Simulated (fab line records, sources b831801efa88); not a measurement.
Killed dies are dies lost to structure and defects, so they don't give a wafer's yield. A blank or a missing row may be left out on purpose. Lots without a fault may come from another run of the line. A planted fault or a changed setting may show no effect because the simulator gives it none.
A struck lot beside a sound one | flow sky130 | 14 steps out of a route of 708
Sound: wafers L667.3, L667.4, L667.5. Struck: wafers L671.3, L671.4, L671.6. The cause comes at the end.
At each step with rows: each side's tool, then ch and its chambers, then its first start. Under that, the readings that differ: sound wafers | struck wafers | difference of the means | sigmas: that difference in standard deviations of wafers without a fault.
alike: readings whose means differ by less than 2 such deviations, and words and numbers that are the same on both sides. not compared: withheld readings, readings that some wafer has no value for, bounds like >300 that may hide the same value, and numbers for which the record gives no deviation and whose values overlap.
The two part at a step that has a row with sigmas, a row that says differs or no value, or rows on one side only. Numbers that don't overlap but have no deviation are shown without sigmas and don't part them. A reading that every wafer of one side lacks parts them only if that side has two wafers or more.

SKY_NWELL_RS_MEAS_29: measures by four-point-probe.
  sound on film_metro-04, day 7 12:36; struck on film_metro-04, day 8 11:28
  alike: NWELL_RS
SKY_NWELL_RS_MEAS_31: measures by four-point-probe.
  sound on film_metro-04, day 7 12:50; struck on film_metro-04, day 8 11:43
  alike: PWDE_RS
then, 7 steps without rows for these wafers: SKY_VT_ADJUST_HVTP_DEHYDRATE_00 (time 60 s); SKY_VT_ADJUST_HVTP_HMDS_01 (prime time 60 s); SKY_VT_ADJUST_HVTP_COAT_02 (resist thk 1140 nm); SKY_VT_ADJUST_HVTP_SOFTBAKE_03 (time 60 s); SKY_VT_ADJUST_HVTP_EXPOSE_04 (exposes mask HVTPM, target cd 380 nm); SKY_VT_ADJUST_HVTP_PEB_05; SKY_VT_ADJUST_HVTP_DEVELOP_06 (develop time 60 s).
SKY_VT_ADJUST_HVTP_CD_MEAS_07: target cd 380 nm.
  sound on cd_sem-02, day 8 09:08; struck on cd_sem-01, day 9 08:18
  alike: cd_nm
SKY_VT_ADJUST_HVTP_OVL_MEAS_08:
  sound on overlay-02, day 8 09:14; struck on overlay-02, day 9 08:24
  alike: VT_ADJUST_HVTP_OVL
SKY_VT_ADJUST_HVTP_IMPLANT_09:
  sound on implanter-02 ch 0, day 8 09:18; struck on implanter-03 ch 0, day 9 08:28
  reading                   | sound                | struck               | difference | sigmas
  beam_energy_keV           | 150.01 150.02 149.99 | 156.21 156.13 156.26 | +6.19      | +99 or more
  model.implant.rp_nm (nm)  | 83 83 83             | 89.37 89.37 89.37    | +6.37      |
  model.implant.drp_nm (nm) | 33.4 33.4 33.4       | 34.55 34.55 34.55    | +1.15      |
SKY_VT_ADJUST_HVTP_STRIP_10: strips in O2/N2.
  sound on plasma_asher-01 ch 0,1, day 8 09:26; struck on plasma_asher-03 ch 0,1, day 9 08:36
  alike: drypump_motor_current_A, oes_product_au, strip_time_to_endpoint_s
  not compared: rf_hours_counter_h
-- the record jumps here: 39 days lie between the struck wafers' starts before and after (it left off in module VT_ADJUST_HVTP and takes up again in module PAD_OPEN, whose first step shown is number 708 of the route) --
SKY_PAD_OPEN_PROBE_99:
  sound on prober-02, day 47 22:15; struck on prober-02, day 48 18:14
  reading                                  | sound                   | struck                  | difference | sigmas
  model.etest.tip_p.rs_ohm_sq              | 6907 6959 6947          | 6664 6666 6703          | -260       |
  model.etest.pfet_01v8_mvt.off_log10_a_um | -10.99 -10.69 -10.98    | -9.726 -9.625 -9.628    | +1.227     |
  model.etest.pfet_01v8_hvt.off_log10_a_um | -13.2 -13.22 -13.15     | -12.78 -12.71 -12.93    | +0.38      |
  model.etest.pfet_01v8_mvt.vt_sat_v (V)   | -0.5846 -0.5776 -0.5864 | -0.478 -0.4847 -0.4848  | +0.100     |
  model.etest.pfet_01v8_mvt.vt_v (V)       | -0.6691 -0.6661 -0.6733 | -0.5675 -0.5768 -0.5732 | +0.0970    |
  model.etest.pfet_01v8_mvt.vt_long_v (V)  | -0.8774 -0.8742 -0.8832 | -0.7864 -0.7893 -0.7866 | +0.0908    |
  model.etest.pfet_01v8.vt_v (V)           | -0.7974 -0.7862 -0.7915 | -0.7414 -0.7364 -0.7449 | +0.0508    |
  model.etest.pfet_01v8.vt_long_v (V)      | -1.062 -1.06 -1.063     | -1.01 -1.013 -1.01      | +0.05      |
  alike: killed_at_M0_to_M3, killed_at_M4_up, killed_at_contacts, killed_at_front_end, killed_at_other, killed_dies, killed_open, killed_short

WHERE THEY PART
Only at SKY_VT_ADJUST_HVTP_IMPLANT_09, within this record. Later steps at which nothing parts them and some readings are alike: SKY_VT_ADJUST_HVTP_STRIP_10, SKY_PAD_OPEN_PROBE_99.

WHY: what the simulator had put in
Process parameter drift: implanter-03, from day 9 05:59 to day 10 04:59, at SKY_VT_ADJUST_HVTP_IMPLANT_09. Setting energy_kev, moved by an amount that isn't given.
